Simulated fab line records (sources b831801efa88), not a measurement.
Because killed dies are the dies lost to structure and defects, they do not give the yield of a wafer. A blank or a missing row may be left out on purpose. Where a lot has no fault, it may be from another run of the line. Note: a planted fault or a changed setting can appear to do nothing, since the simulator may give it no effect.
Shared-tool check / flow sky130 / Lots sampled 14, wafers sampled 42

== WHY THIS WAS OPENED ==
Of 14 lots, 2 have the reading NWELL_2_TW flagged at SKY_NWELL_TW_MEAS_26. Fault-free wafers read 502, with a standard deviation of 5.4.
Rule: a lot is flagged in two cases, either no wafer of it has a number, or all its wafers with numbers fall more than 4 standard deviations from that mean. The other lots count as sound.

lot=L869; measured=day 5 08:13; on=film_metro-02; NWELL_2_TW, wafer by wafer=497 499 497; flag=
lot=L871; measured=day 5 20:11; on=film_metro-04; NWELL_2_TW, wafer by wafer=507 508 506; flag=
lot=L872; measured=day 5 23:17; on=film_metro-01; NWELL_2_TW, wafer by wafer=501 502 497; flag=
lot=L874; measured=day 6 15:12; on=film_metro-02; NWELL_2_TW, wafer by wafer=498 498 499; flag=
lot=L881; measured=day 8 07:24; on=film_metro-01; NWELL_2_TW, wafer by wafer=1846 1851 1838; flag=FLAGGED
lot=L882; measured=day 8 15:24; on=film_metro-02; NWELL_2_TW, wafer by wafer=1825 1833 1837; flag=FLAGGED
lot=L883; measured=day 8 23:35; on=film_metro-04; NWELL_2_TW, wafer by wafer=508 510 510; flag=
lot=L884; measured=day 9 02:25; on=film_metro-02; NWELL_2_TW, wafer by wafer=496 498 495; flag=
lot=L885; measured=day 9 09:51; on=film_metro-04; NWELL_2_TW, wafer by wafer=507 506 508; flag=
lot=L886; measured=day 9 14:19; on=film_metro-04; NWELL_2_TW, wafer by wafer=508 508 510; flag=
lot=L887; measured=day 9 20:07; on=film_metro-01; NWELL_2_TW, wafer by wafer=501 501 498; flag=
lot=L889; measured=day 10 10:38; on=film_metro-01; NWELL_2_TW, wafer by wafer=498 498 498; flag=
lot=L890; measured=day 10 15:49; on=film_metro-01; NWELL_2_TW, wafer by wafer=496 501 498; flag=
lot=L891; measured=day 11 06:04; on=film_metro-04; NWELL_2_TW, wafer by wafer=511 512 514; flag=
Flagged lots average 1838: +1336 relative to the usual, that is +99 or more standard deviations.

== EACH LOT AND THE TOOL IT RAN ON ==
2 process steps preceding the reading are held in the record, out of 708 steps in the route. In each cell: the tool, then ch and the chambers that the sampled wafers went through, then the start.
lot=L869; flag=; SKY_PWDE_STRIP_09=plasma_asher-04 ch 0,1, day 3 21:54; SKY_NWELL_COAT_05=litho_track-03 ch 0, day 4 06:02
lot=L871; flag=; SKY_PWDE_STRIP_09=plasma_asher-01 ch 0,1, day 4 05:22; SKY_NWELL_COAT_05=litho_track-01 ch 0, day 4 13:13
lot=L872; flag=; SKY_PWDE_STRIP_09=plasma_asher-04 ch 0,1, day 4 12:29; SKY_NWELL_COAT_05=litho_track-03 ch 0, day 4 20:23
lot=L874; flag=; SKY_PWDE_STRIP_09=plasma_asher-04 ch 0,1, day 4 23:53; SKY_NWELL_COAT_05=litho_track-03 ch 0, day 5 08:02
lot=L881; flag=FLAGGED; SKY_PWDE_STRIP_09=plasma_asher-03 ch 0,1, day 6 15:51; SKY_NWELL_COAT_05=litho_track-01, day 7 01:10
lot=L882; flag=FLAGGED; SKY_PWDE_STRIP_09=plasma_asher-01 ch 0,1, day 6 23:14; SKY_NWELL_COAT_05=litho_track-01, day 7 08:31
lot=L883; flag=; SKY_PWDE_STRIP_09=plasma_asher-01 ch 1, day 7 06:16; SKY_NWELL_COAT_05=litho_track-02 ch 0, day 7 16:15
lot=L884; flag=; SKY_PWDE_STRIP_09=plasma_asher-04 ch 0,1, day 7 08:32; SKY_NWELL_COAT_05=litho_track-01 ch 0, day 7 17:54
lot=L885; flag=; SKY_PWDE_STRIP_09=plasma_asher-03 ch 0,1, day 7 16:09; SKY_NWELL_COAT_05=litho_track-02 ch 0, day 8 01:11
lot=L886; flag=; SKY_PWDE_STRIP_09=plasma_asher-04 ch 0,1, day 7 19:36; SKY_NWELL_COAT_05=litho_track-01 ch 0, day 8 05:13
lot=L887; flag=; SKY_PWDE_STRIP_09=plasma_asher-03 ch 0, day 8 00:43; SKY_NWELL_COAT_05=litho_track-03 ch 0, day 8 10:59
lot=L889; flag=; SKY_PWDE_STRIP_09=plasma_asher-03 ch 0,1, day 8 13:03; SKY_NWELL_COAT_05=litho_track-01 ch 0, day 8 23:55
lot=L890; flag=; SKY_PWDE_STRIP_09=plasma_asher-04 ch 0,1, day 8 18:49; SKY_NWELL_COAT_05=litho_track-03 ch 0, day 9 05:43
lot=L891; flag=; SKY_PWDE_STRIP_09=plasma_asher-03 ch 0,1, day 9 06:56; SKY_NWELL_COAT_05=litho_track-02 ch 0, day 9 17:35
What is done by these steps:
- SKY_PWDE_STRIP_09: strips in O2/N2.
- SKY_NWELL_COAT_05: resist thk 3000 nm.
- SKY_NWELL_TW_MEAS_26

== FLAGGED OVER TOTAL, TOOL BY TOOL (the gauges that took the reading come last) ==
step=SKY_PWDE_STRIP_09; tool=plasma_asher-01; lots run=3; flagged=1; share of the flagged lots=some; sound lots run after its first flagged lot=1 (L883)
step=SKY_PWDE_STRIP_09; tool=plasma_asher-03; lots run=5; flagged=1; share of the flagged lots=some; sound lots run after its first flagged lot=4 (L885,L887,L889,L891)
step=SKY_PWDE_STRIP_09; tool=plasma_asher-04; lots run=6; flagged=0; share of the flagged lots=none; sound lots run after its first flagged lot=-
step=SKY_NWELL_COAT_05; tool=litho_track-01; lots run=6; flagged=2; share of the flagged lots=all; sound lots run after its first flagged lot=3 (L884,L886,L889)
step=SKY_NWELL_COAT_05; tool=litho_track-02; lots run=3; flagged=0; share of the flagged lots=none; sound lots run after its first flagged lot=-
step=SKY_NWELL_COAT_05; tool=litho_track-03; lots run=5; flagged=0; share of the flagged lots=none; sound lots run after its first flagged lot=-
step=SKY_NWELL_TW_MEAS_26; tool=film_metro-01; lots run=5; flagged=1; share of the flagged lots=some; sound lots run after its first flagged lot=3 (L887,L889,L890)
step=SKY_NWELL_TW_MEAS_26; tool=film_metro-02; lots run=4; flagged=1; share of the flagged lots=some; sound lots run after its first flagged lot=1 (L884)
step=SKY_NWELL_TW_MEAS_26; tool=film_metro-04; lots run=5; flagged=0; share of the flagged lots=none; sound lots run after its first flagged lot=-

== WHAT THE TABLE ALLOWS ==
Rows of the table that ran each flagged lot: 1, that is litho_track-01 at SKY_NWELL_COAT_05.
- litho_track-01 at SKY_NWELL_COAT_05: 2 of its 6 lots flagged. After the first flagged lot (L884, L886, L889), sound lots still ran on it; a lasting fault on the whole tool would not permit that. On the flagged lots its readings are blank where sound lots have values: chill_plate_temp_C, dispense_pressure_kPa.
No row of the table ran every flagged lot and no sound lot after the first.

== WHAT THE SIMULATOR PUT IN ==
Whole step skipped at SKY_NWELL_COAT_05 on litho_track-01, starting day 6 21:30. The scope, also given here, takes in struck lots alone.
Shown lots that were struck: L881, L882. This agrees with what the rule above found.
